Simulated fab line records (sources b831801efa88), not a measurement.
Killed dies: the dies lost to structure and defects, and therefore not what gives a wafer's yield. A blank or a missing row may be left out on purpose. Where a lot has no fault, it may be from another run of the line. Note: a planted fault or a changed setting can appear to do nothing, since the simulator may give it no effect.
fab line records    flow sfq_line    part 2 of 2: steps 27 to 37 of 37
record: lots: 5  wafers: 15  last_day: 86
route steps=325 shown I6@277 M7@281 I7@296 M8@311
lots that met no fault: taken from a fault-free run of the same line
start_h: hours from the record's first day to the start of the lot's first wafer shown    wait_h: hours since the lot's step before    " same as the row above    L1.1+2: one row covering several wafers at once    - either no value or no given start    * or withheld: withheld    < > ~ a bound
route shown NAME@n: names a module that has steps shown in the file, with the first one's number in the route    usual: mean and standard deviation over wafers with no fault    same: alike in all rows    chamber/n: place in a boat    sites: readings site by site    _std_site: how widely they spread, as a standard deviation    _edge_site: the outer-site mean with the inner-site mean subtracted    radius_mm: how far each site lies from the wafer's centre    mask NAME#n: copy n    behind: the tool/chamber that last shaped the wafer    hold: reason for holding the lot/hours on hold/outcome of the hold    device: transistor that didn't switch, given as n, p or np    end of line: tests run on the same wafers once the route is complete    where a step has no rows: the recipe by itself    killed: at the first sort, the dies lost to defects and structure; wafer yield is something else    map: shows each die of a wafer: x if killed, . if not, _ if none is there
set.NAME: the run value of the setting; set.NAME@STEP: its run value at that earlier step    model.NAME: the simulator's own value behind a step, which no gauge read
lots at selected steps of the route; one table per step, one row per wafer
services: when a tool's chamber went out of use (start_h, in hours from the record's first day, below 0 if earlier), for how many hours, and the reason
== steps ==
step: SFQ_TRILAYER_I7_VIA_LITHO_PEB_190
recipe: peb_temp_c: 115  peb_time_s: 60  resist: KrF
lot.wafer   tool            chamber  start_h  wait_h
L078.1+2+5  litho_track-02  0        1872.22  1.0
L079.2+5+6  litho_track-02  0        1874.47  0.8
L085.1+3+5  litho_track-02  0        1942.67  1.0
L089.1+3+5  litho_track-02  0        1981.45  1.0
L090.1+4+6  litho_track-02  0        1983.85  1.0
step: SFQ_TRILAYER_I7_VIA_LITHO_DEVELOP_189
recipe: time_s: 60  resist: KrF
lot.wafer   tool            chamber  start_h  wait_h
L078.1+2+5  litho_track-02  0        1872.37  0.1
L079.2+5+6  litho_track-02  0        1874.62  0.1
L085.1+3+5  litho_track-02  0        1942.82  0.1
L089.1+3+5  litho_track-02  0        1981.60  0.1
L090.1+4+6  litho_track-02  0        1984.00  0.1
step: SFQ_I7_OVL_MEAS_947
usual: I7_OVL: -1/5.4
lot.wafer  tool        chamber  start_h  wait_h  I7_OVL[nm]
L078.1     overlay-02  -        1872.52  0.1     4
L078.2     "           -        "        "       7
L078.5     "           -        "        "       5
L079.2     overlay-02  -        1874.75  0.1     3
L079.5     "           -        "        "       9
L079.6     "           -        "        "       3
L085.1     overlay-01  -        1942.97  0.1     7
L085.3     "           -        "        "       -1
L085.5     "           -        "        "       9
L089.1     overlay-02  -        1981.75  0.1     -1
L089.3     "           -        "        "       -3
L089.5     "           -        "        "       0
L090.1     overlay-02  -        1984.15  0.1     -5
L090.4     "           -        "        "       6
L090.6     "           -        "        "       3
step: SFQ_TRILAYER_I7_VIA_BARC_OPEN_VIA_ETCH_260
recipe: mask_material: PR  chemistry: O2  target_depth_nm: 125  target: BARC  source_w: 500  bias_w: 80  pressure_mtorr: 30  time_s: 41.7
usual: drypump_motor_current_A: 5.9/0.53  oes_product_au: 0.685/0.005
lot.wafer  tool         chamber  start_h  wait_h  drypump_motor_current_A  oes_product_au  rf_hours_counter_h
L078.1     rie_diel-02  1        1872.55  0.0     6.2                      0.682           19
L078.2     "            2        "        "       6.0                      0.679           15
L078.5     "            0        "        "       6.1                      0.681           -
L079.2     rie_diel-03  2        1874.78  0.0     5.0                      0.695           16
L079.5     "            3        "        "       6.0                      0.682           -
L079.6     "            0        "        "       4.9                      0.696           -
L085.1     rie_diel-02  1        1943.01  0.0     6.3                      0.694           0
L085.3     "            2        "        "       6.0                      0.690           15
L085.5     "            2        "        "       6.0                      0.685           -
L089.1     rie_diel-04  0        1981.78  0.0     6.3                      0.690           16
L089.3     "            1        "        "       5.2                      0.680           2
L089.5     "            2        "        "       6.4                      0.680           -
L090.1     rie_diel-02  2        1984.18  0.0     6.0                      0.673           16
L090.4     "            1        "        "       6.3                      0.687           1
L090.6     "            3        "        "       5.6                      0.676           -
step: SFQ_TRILAYER_I7_VIA_ETCH_VIA_ETCH_190
recipe: target: SiO2  stop_on: Nb  mask_material: PR  taper_deg: 20  chemistry: CHF3  target_depth_nm: 260  source_w: 500  bias_w: 80  pressure_mtorr: 30  time_s: withheld
usual: drypump_motor_current_A: 5.9/0.53  oes_product_au: 0.855/0.0051
lot.wafer  tool         chamber  start_h  wait_h  drypump_motor_current_A  oes_product_au
L078.1     rie_diel-02  1        1872.59  0.0     6.2                      0.857
L078.2     "            2        "        "       6.0                      0.859
L078.5     "            0        "        "       6.1                      0.855
L079.2     rie_diel-03  2        1874.82  0.0     5.0                      0.852
L079.5     "            3        "        "       6.0                      0.856
L079.6     "            0        "        "       5.0                      0.855
L085.1     rie_diel-02  1        1943.05  0.0     6.3                      0.860
L085.3     "            2        "        "       6.0                      0.845
L085.5     "            2        "        "       6.0                      0.839
L089.1     rie_diel-04  0        1981.82  0.0     6.3                      0.857
L089.3     "            1        "        "       5.2                      0.854
L089.5     "            2        "        "       6.4                      0.858
L090.1     rie_diel-02  2        1984.22  0.0     6.0                      0.849
L090.4     "            1        "        "       6.3                      0.858
L090.6     "            3        "        "       5.6                      0.852
step: SFQ_TRILAYER_I7_VIA_STRIP_STRIP_191
recipe: gas: O2  power_w: 200  platen_temp_c: 40  overash_fraction: 0.65  chemistry: O2  pressure_mtorr: 50
usual: drypump_motor_current_A: 5.49/0.2  oes_product_au: 1.007/0.0098  platen_temp_c: 40.00/0.12
lot.wafer  tool          chamber  start_h  wait_h  drypump_motor_current_A  oes_product_au  platen_temp_c  rf_hours_counter_h
L078.1     rie_metal-03  1        1872.71  -       5.80                     1.003           39.77          107
L078.2     "             0        "        "       5.15                     1.018           39.90          42
L078.5     "             1        "        "       5.77                     0.994           39.98          -
L079.2     rie_metal-01  0        1874.93  -       5.43                     1.011           39.96          43
L079.5     "             0        "        "       5.40                     1.003           39.90          -
L079.6     "             1        "        "       5.63                     1.011           40.04          -
L085.1     rie_metal-04  1        1943.16  -       5.56                     0.988           40.01          26
L085.3     "             1        "        "       5.60                     0.990           39.97          -
L085.5     "             0        "        "       5.57                     0.994           39.96          -
L089.1     rie_metal-03  1        1981.94  -       5.82                     1.018           39.93          3
L089.3     "             1        "        "       5.82                     1.009           39.95          -
L089.5     "             1        "        "       5.81                     1.010           39.95          -
L090.1     rie_metal-04  0        1984.34  -       5.59                     0.989           40.05          83
L090.4     "             1        "        "       5.57                     1.004           40.09          -
L090.6     "             0        "        "       5.58                     0.982           39.96          -
step: SFQ_TRILAYER_I7_VIA_STRIP_SOLV_CLEAN_192
recipe: chemistry: NMP  temp_c: 70  time_s: 600
usual: temp_c: 69.99/0.12
lot.wafer  tool          chamber  start_h  wait_h  temp_c
L078.1     wet_bench-03  4        1873.31  0.4     69.77
L078.2     "             0        "        "       70.08
L078.5     "             3        "        "       70.00
L079.2     wet_bench-03  0        1875.53  0.4     69.98
L079.5     "             4        "        "       70.14
L079.6     "             6        "        "       70.21
L085.1     wet_bench-02  6        1943.76  0.4     70.24
L085.3     "             2        "        "       70.00
L085.5     "             4        "        "       70.06
L089.1     wet_bench-02  1        1982.54  0.4     69.84
L089.3     "             5        "        "       70.00
L089.5     "             0        "        "       70.05
L090.1     wet_bench-01  3        1985.14  0.5     69.81
L090.4     "             5        "        "       70.06
L090.6     "             4        "        "       69.88
step: SFQ_TRILAYER_M8_LITHO_LOR_COAT_197
recipe: resist: lift-off  spin_rpm: 3000
lot.wafer   tool            chamber  start_h  wait_h
L078.1+2+5  litho_track-04  0        1873.48  0.0
L079.2+5+6  litho_track-04  0        1875.76  0.1
L085.1+3+5  litho_track-02  0        1943.94  0.0
L089.1+3+5  litho_track-03  0        1982.71  0.0
L090.1+4+6  litho_track-02  0        1985.31  0.0
step: SFQ_TRILAYER_M8_LITHO_LOR_BAKE_198
recipe: resist: lift-off  temp_c: withheld  time_s: withheld
lot.wafer   tool            chamber  start_h  wait_h
L078.1+2+5  litho_track-04  0        1873.78  0.2
L079.2+5+6  litho_track-04  0        1876.10  0.3
L085.1+3+5  litho_track-02  0        1944.24  0.2
L089.1+3+5  litho_track-03  0        1983.01  0.2
L090.1+4+6  litho_track-02  0        1985.61  0.2
step: SFQ_TRILAYER_M8_LITHO_COAT_193
recipe: resist: KrF  spin_rpm: 3000  resist_thk_nm: 600
lot.wafer   tool            chamber  start_h  wait_h
L078.1+2+5  litho_track-04  0        -        -
L079.2+5+6  litho_track-04  0        -        -
L085.1+3+5  litho_track-02  0        -        -
L089.1+3+5  litho_track-03  0        -        -
L090.1+4+6  litho_track-02  0        -        -
step: SFQ_TRILAYER_M8_LITHO_SOFTBAKE_199
recipe: temp_c: withheld  time_s: withheld  resist: KrF
lot.wafer   tool            chamber  start_h  wait_h
L078.1+2+5  litho_track-04  0        -        -
L079.2+5+6  litho_track-04  0        -        -
L085.1+3+5  litho_track-02  0        -        -
L089.1+3+5  litho_track-03  0        -        -
L090.1+4+6  litho_track-02  0        -        -
== services ==
tool            chamber  start_h  hours  kind
rie_diel-02     3        1649.12  19.0   repair
rie_diel-02     2        1654.69  4.4    repair
krf_scanner-01  -        1661.81  1.0    pm
rie_diel-04     -        1681.95  2.6    repair
krf_scanner-01  -        1704.06  1.3    pm
krf_scanner-01  -        1715.26  0.8    pm
rie_diel-04     -        1724.23  9.1    repair
rie_metal-03    1        1743.42  15.8   repair
rie_diel-04     -        1753.84  0.6    repair
rie_diel-04     -        1760.24  2.8    pm
rie_diel-02     -        1817.64  0.6    repair
krf_scanner-01  -        1834.33  1.0    pm
krf_scanner-01  -        1855.63  0.8    pm
rie_metal-03    -        1856.39  0.5    repair
rie_metal-03    0        1861.94  4.1    repair
krf_scanner-01  -        1862.20  1.2    repair
rie_diel-04     1        1872.43  1.4    repair
krf_scanner-01  -        1876.85  1.3    pm
rie_metal-03    1        1896.65  12.6   repair
rie_diel-02     0        1898.81  30.8   repair
rie_diel-02     -        1912.09  15.6   pm
rie_diel-02     -        1956.03  0.5    repair
rie_diel-02     0        1958.56  5.9    repair
rie_diel-02     -        1984.80  14.6   pm
